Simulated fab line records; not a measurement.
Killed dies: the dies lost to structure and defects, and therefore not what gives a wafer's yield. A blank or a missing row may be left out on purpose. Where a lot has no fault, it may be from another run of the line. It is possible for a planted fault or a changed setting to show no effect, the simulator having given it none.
Which tool did it?	flow sky130	72 wafers from 24 lots sampled at 6 of the route's 708 steps

== WHAT THE GAUGES READ, wafer by wafer ==
SKY_CAP2M_THK_MEAS_01. Usual: for CAP2M_CVD_00_THK the level is 15.50 nm and the standard deviation is 0.27.
lot	measured	on	CAP2M_CVD_00_THK (nm)	flag
L074	day 39 15:10	film_metro-03	15.63 15.36 15.67	
L075	day 39 18:49	film_metro-04	15.40 15.58 15.29	
L076	day 40 09:32	film_metro-04	15.27 15.77 15.54	
L077	day 40 22:49	film_metro-04	15.14 15.77 15.56	
L079	day 41 12:32	film_metro-04	15.45 15.97 15.51	
L078	day 41 14:02	film_metro-01	15.50 15.30 15.74	
L080	day 41 23:20	film_metro-04	15.68 15.95 15.53	
L081	day 42 07:55	film_metro-03	15.36 15.29 15.43	
L082	day 42 08:12	film_metro-03	15.19 15.68 15.70	
L083	day 42 09:10	film_metro-03	15.99 15.95 15.78	
L084	day 42 17:53	film_metro-01	15.39 15.06 15.17	
L085	day 43 02:23	film_metro-01	15.10 15.12 15.45	
L086	day 43 08:17	film_metro-03	15.12 15.63 15.49	
L087	day 43 20:25	film_metro-04	15.36 15.59 15.38	
L088	day 43 21:13	film_metro-04	15.07 15.52 15.47	
L089	day 44 04:32	film_metro-03	15.09 15.59 15.53	
L090	day 44 12:40	film_metro-01	15.36 15.87 15.52	
L092	day 45 03:49	film_metro-01	15.72 15.51 15.91	
L091	day 45 08:58	film_metro-04	15.43 15.77 15.61	
L093	day 45 10:31	film_metro-03	15.10 15.11 15.98	
L094	day 45 10:53	film_metro-04	15.02 15.65 15.37	
L095	day 45 19:24	film_metro-04	15.51 15.22 15.09	
L096	day 45 21:51	film_metro-04	15.09 15.76 15.34	
L097	day 46 01:16	film_metro-01	15.16 15.62 15.83	

SKY_CAP2M_THK_MEAS_04: measures by xrf. Usual: for CAP2M_TIN_THK the level is 199.7 nm and the standard deviation is 1.8.
lot	measured	on	CAP2M_TIN_THK (nm)	flag
L074	day 39 15:28	film_metro-04	197.8 197.8 197.8	
L075	day 39 19:05	film_metro-01	200.1 200.0 199.2	
L076	day 40 09:49	film_metro-01	202.5 202.3 201.2	
L077	day 40 23:05	film_metro-04	198.2 196.9 195.2	
L079	day 41 12:50	film_metro-01	199.6 199.4 199.9	
L078	day 41 14:20	film_metro-01	202.9 199.5 201.1	
L080	day 41 23:37	film_metro-03	203.5 199.6 201.3	
L081	day 42 08:13	film_metro-01	202.7 201.9 201.5	
L082	day 42 08:29	film_metro-03	199.4 201.3 200.8	
L083	day 42 09:27	film_metro-04	201.0 198.0 199.1	
L084	day 42 18:10	film_metro-04	193.6 196.2 196.1	
L085	day 43 02:40	film_metro-04	199.6 198.3 199.5	
L086	day 43 08:35	film_metro-01	197.6 198.6 197.9	
L087	day 43 20:43	film_metro-03	201.1 201.3 201.0	
L088	day 43 21:31	film_metro-03	202.1 200.4 199.4	
L089	day 44 04:49	film_metro-03	199.3 201.0 199.5	
L090	day 44 12:57	film_metro-03	200.5 200.0 196.1	
L092	day 45 04:06	film_metro-03	198.4 198.0 198.6	
L091	day 45 09:16	film_metro-03	200.8 198.1 197.5	
L093	day 45 10:49	film_metro-01	202.0 201.9 203.0	
L094	day 45 11:11	film_metro-03	199.4 199.7 200.8	
L095	day 45 19:41	film_metro-03	201.3 201.8 201.7	
L096	day 45 22:08	film_metro-01	201.3 198.0 198.4	
L097	day 46 01:34	film_metro-01	199.7 200.4 199.2	

SKY_VIA4_OVL_MEAS_11. Usual: for VIA4_OVL the level is 0.5 nm and the standard deviation is 1.7.
lot	measured	on	VIA4_OVL (nm)	flag
L074	day 42 17:17	overlay-01	0.8 1.7 3.2	
L075	day 42 20:11	overlay-01	0.9 0.9 1.2	
L076	day 43 09:50	overlay-01	2.5 3.9 4.3	
L077	day 43 23:03	overlay-01	4.0 2.9 4.4	
L079	day 44 12:00	overlay-02	-1.5 -0.2 -0.9	
L078	day 44 13:04	overlay-02	-0.5 -1.5 -0.4	
L080	day 44 22:09	overlay-01	0.4 0.8 -0.8	
L081	day 45 04:06	overlay-01	0.7 0.4 -1.0	
L082	day 45 05:50	overlay-02	2.4 2.7 1.5	
L083	day 45 06:08	overlay-01	-0.3 -0.7 0.2	
L084	day 45 13:06	overlay-01	1.4 2.7 2.5	
L085	day 45 21:26	overlay-02	0.2 -0.7 -2.9	
L086	day 46 03:23	overlay-02	-1.3 0.1 -2.3	
L087	day 46 14:14	overlay-01	1.4 2.8 1.6	
L088	day 46 14:50	overlay-01	1.7 1.9 -1.3	
L089	day 46 23:00	overlay-02	0.5 0.9 -0.5	
L090	day 47 06:06	overlay-02	1.9 -1.5 0.9	
L092	day 47 18:57	overlay-01	0.5 0.4 -1.9	
L091	day 47 23:39	overlay-01	-0.1 1.0 2.8	
L093	day 48 01:42	overlay-02	-0.5 -1.2 -0.7	
L094	day 48 02:08	overlay-02	-2.6 0.0 -0.6	
L095	day 48 08:41	overlay-02	1.5 0.9 2.1	
L096	day 48 11:53	overlay-02	-1.8 -0.4 -2.8	
L097	day 48 14:50	overlay-01	-0.4 0.7 -0.3	

== TOOL THAT RAN EACH LOT (tool first, then ch and the chambers of the sampled wafers, then the start) ==
lot	SKY_METAL1_SPUTTER_01	SKY_VIA1_ETCH_15	SKY_VIA2_ETCH_15
L074	pvd_sputter-02, day 31 12:25	rie_diel-04 ch 1,2,3, day 33 20:53	rie_diel-04 ch 0,1,2, day 36 05:14
L075	pvd_sputter-02, day 31 14:29	rie_diel-02 ch 0,3, day 33 23:06	rie_diel-02 ch 0,2,3, day 36 07:56
L076	pvd_sputter-02, day 32 10:24	rie_diel-02 ch 0,2, day 34 17:53	rie_diel-04 ch 0,1,3, day 37 00:32
L077	pvd_sputter-04, day 32 23:34	rie_diel-02 ch 1,2,3, day 35 07:08	rie_diel-04 ch 0,2, day 37 13:47
L079	pvd_sputter-04, day 33 14:25	rie_diel-04 ch 0,1,2, day 35 21:08	rie_diel-03 ch 1,2, day 38 03:59
L078	pvd_sputter-04, day 33 16:09	rie_diel-02 ch 0,3, day 35 23:23	rie_diel-03 ch 1,2, day 38 06:08
L080	pvd_sputter-04, day 34 01:19	rie_diel-01 ch 0,1,3, day 36 08:47	rie_diel-03 ch 1,2, day 38 15:52
L081	pvd_sputter-04, day 34 08:39	rie_diel-04 ch 1,2, day 36 16:20	rie_diel-02 ch 0,3, day 38 21:53
L082	pvd_sputter-04, day 34 09:48	rie_diel-01 ch 1,3, day 36 16:41	rie_diel-03 ch 1,2, day 38 23:57
L083	pvd_sputter-04, day 34 10:53	rie_diel-02 ch 0,3, day 36 16:50	rie_diel-02 ch 0,1,3, day 39 00:02
L084	pvd_sputter-04, day 34 22:57	rie_diel-02 ch 0,2,3, day 37 06:17	rie_diel-03 ch 1,2, day 39 12:26
L085	pvd_sputter-01, day 35 09:11	rie_diel-01 ch 0,1,3, day 37 15:50	rie_diel-04 ch 0,1,3, day 39 21:35
L086	pvd_sputter-01, day 35 14:53	rie_diel-04 ch 0,2,3, day 37 19:53	rie_diel-03 ch 1,3, day 40 01:37
L087	pvd_sputter-02, day 36 06:50	rie_diel-02 ch 0,1,3, day 38 11:53	rie_diel-04 ch 0,1,2, day 40 16:53
L088	pvd_sputter-04, day 36 08:22	rie_diel-04 ch 1,3, day 38 13:38	rie_diel-03 ch 0,2,3, day 40 18:20
L089	pvd_sputter-04, day 36 14:55	rie_diel-02 ch 1,2, day 38 19:48	rie_diel-03 ch 1,2,3, day 41 01:08
L090	pvd_sputter-02, day 37 00:37	rie_diel-01 ch 0,1,3, day 39 05:17	rie_diel-03 ch 1,2,3, day 41 09:32
L092	pvd_sputter-04, day 37 18:55	rie_diel-02 ch 1,2, day 39 23:09	rie_diel-03 ch 0,1,3, day 42 02:28
L091	pvd_sputter-02, day 37 23:54	rie_diel-01 ch 0,1, day 40 04:38	rie_diel-03 ch 1,2,3, day 42 07:56
L093	pvd_sputter-01, day 38 00:13	rie_diel-02 ch 0,1,2, day 40 04:59	rie_diel-02 ch 2,3, day 42 08:28
L094	pvd_sputter-02, day 38 02:01	rie_diel-01 ch 0,1,2, day 40 06:08	rie_diel-04 ch 1,2, day 42 09:05
L095	pvd_sputter-01, day 38 11:34	rie_diel-04 ch 0,2,3, day 40 15:56	rie_diel-03 ch 1,2,3, day 42 18:34
L096	pvd_sputter-04, day 38 16:01	rie_diel-04 ch 0,1, day 40 19:36	rie_diel-04 ch 0,2, day 42 21:10
L097	pvd_sputter-02, day 38 20:05	rie_diel-04 ch 0,1,3, day 40 23:20	rie_diel-03 ch 0,1,2, day 43 01:38
- SKY_METAL1_SPUTTER_01: material TiN, target thk 20 nm, time 16.7 s.
- SKY_VIA1_ETCH_15: etches SiO2 in C4F8/O2/Ar, stops on TiN, target depth 351 nm, time 54 s.
- SKY_VIA2_ETCH_15: etches SiO2 in C4F8/O2/Ar, stops on TiN, target depth 546 nm, time 84 s.

== AS READ BY THE TOOLS THEMSELVES (means over the sampled wafers that have a number; for cases with no such wafer, the mark the record gives instead) ==
SKY_METAL1_SPUTTER_01. Usual: throttle_valve_pct 30.1 %, standard deviation 0.92.
lot	tool	throttle_valve_pct (%)	flag
L074	pvd_sputter-02	29.1	
L075	pvd_sputter-02	29.2	
L076	pvd_sputter-02	29.1	
L077	pvd_sputter-04	31.1	
L079	pvd_sputter-04	30.5	
L078	pvd_sputter-04	30.6	
L080	pvd_sputter-04	30.7	
L081	pvd_sputter-04	30.7	
L082	pvd_sputter-04	31.0	
L083	pvd_sputter-04	30.6	
L084	pvd_sputter-04	31.1	
L085	pvd_sputter-01	30.1	
L086	pvd_sputter-01	30.1	
L087	pvd_sputter-02	29.1	
L088	pvd_sputter-04	30.6	
L089	pvd_sputter-04	30.0	
L090	pvd_sputter-02	29.0	
L092	pvd_sputter-04	31.0	
L091	pvd_sputter-02	29.1	
L093	pvd_sputter-01	30.9	
L094	pvd_sputter-02	29.0	
L095	pvd_sputter-01	30.3	
L096	pvd_sputter-04	31.1	
L097	pvd_sputter-02	29.2	

SKY_VIA1_ETCH_15. Usual: bias_w 1200 W, standard deviation 3.7; oes_product_au 0.982 a.u., standard deviation 0.0054.
lot	tool	bias_w (W)	oes_product_au (a.u.)	flag
L074	rie_diel-04	1199	0.982	
L075	rie_diel-02	1198	0.982	
L076	rie_diel-02	1202	0.978	
L077	rie_diel-02	1199	0.977	
L079	rie_diel-04	1199	0.983	
L078	rie_diel-02	1198	0.981	
L080	rie_diel-01	1197	0.983	
L081	rie_diel-04	1195	0.978	
L082	rie_diel-01	1198	0.983	
L083	rie_diel-02	1205	0.978	
L084	rie_diel-02	1201	0.984	
L085	rie_diel-01	1202	0.986	
L086	rie_diel-04	1199	0.980	
L087	rie_diel-02	1205	0.981	
L088	rie_diel-04	1199	0.987	
L089	rie_diel-02	1201	0.977	
L090	rie_diel-01	1198	0.981	
L092	rie_diel-02	1202	0.980	
L091	rie_diel-01	1198	0.984	
L093	rie_diel-02	1200	0.982	
L094	rie_diel-01	1202	0.987	
L095	rie_diel-04	1200	0.988	
L096	rie_diel-04	1197	0.987	
L097	rie_diel-04	1200	0.987	

SKY_VIA2_ETCH_15. Usual: bias_w 1200 W, standard deviation 3.8; oes_product_au 0.939 a.u., standard deviation 0.0045.
lot	tool	bias_w (W)	oes_product_au (a.u.)	flag
L074	rie_diel-04	1198	0.940	
L075	rie_diel-02	1203	0.939	
L076	rie_diel-04	1203	0.940	
L077	rie_diel-04	1206	0.940	
L079	rie_diel-03	1199	0.937	
L078	rie_diel-03	1203	0.935	
L080	rie_diel-03	1200	0.938	
L081	rie_diel-02	1201	0.942	
L082	rie_diel-03	1198	0.941	
L083	rie_diel-02	1198	0.937	
L084	rie_diel-03	1193	0.941	
L085	rie_diel-04	1203	0.936	
L086	rie_diel-03	1197	0.941	
L087	rie_diel-04	1198	0.940	
L088	rie_diel-03	1200	0.940	
L089	rie_diel-03	1198	0.941	
L090	rie_diel-03	1201	0.940	
L092	rie_diel-03	1200	0.936	
L091	rie_diel-03	1198	0.938	
L093	rie_diel-02	1200	0.935	
L094	rie_diel-04	1197	0.943	
L095	rie_diel-03	1200	0.944	
L096	rie_diel-04	1203	0.933	
L097	rie_diel-03	1199	0.937	

== THE ANSWER, worked out from the rows above alone ==
Rule: take the mean of a lot's wafers that have a number; if it is more than 3 standard deviations from the usual mean, the lot is off. Also off: a lot with no number at a reading for which 4 or more lots have one. Any other lot the step has rows for is counted as sound. Order of review: gauges by route order, followed by the tools' own readings, for which a lot's mean as printed above is used. The first step at which some lot is off is used, and at that step the reading that is off furthest; a lot without a number counts as furthest.
No lot is off on any of the readings shown, so nothing can be concluded from this.

== WHAT WAS PUT IN BY THE SIMULATOR ==
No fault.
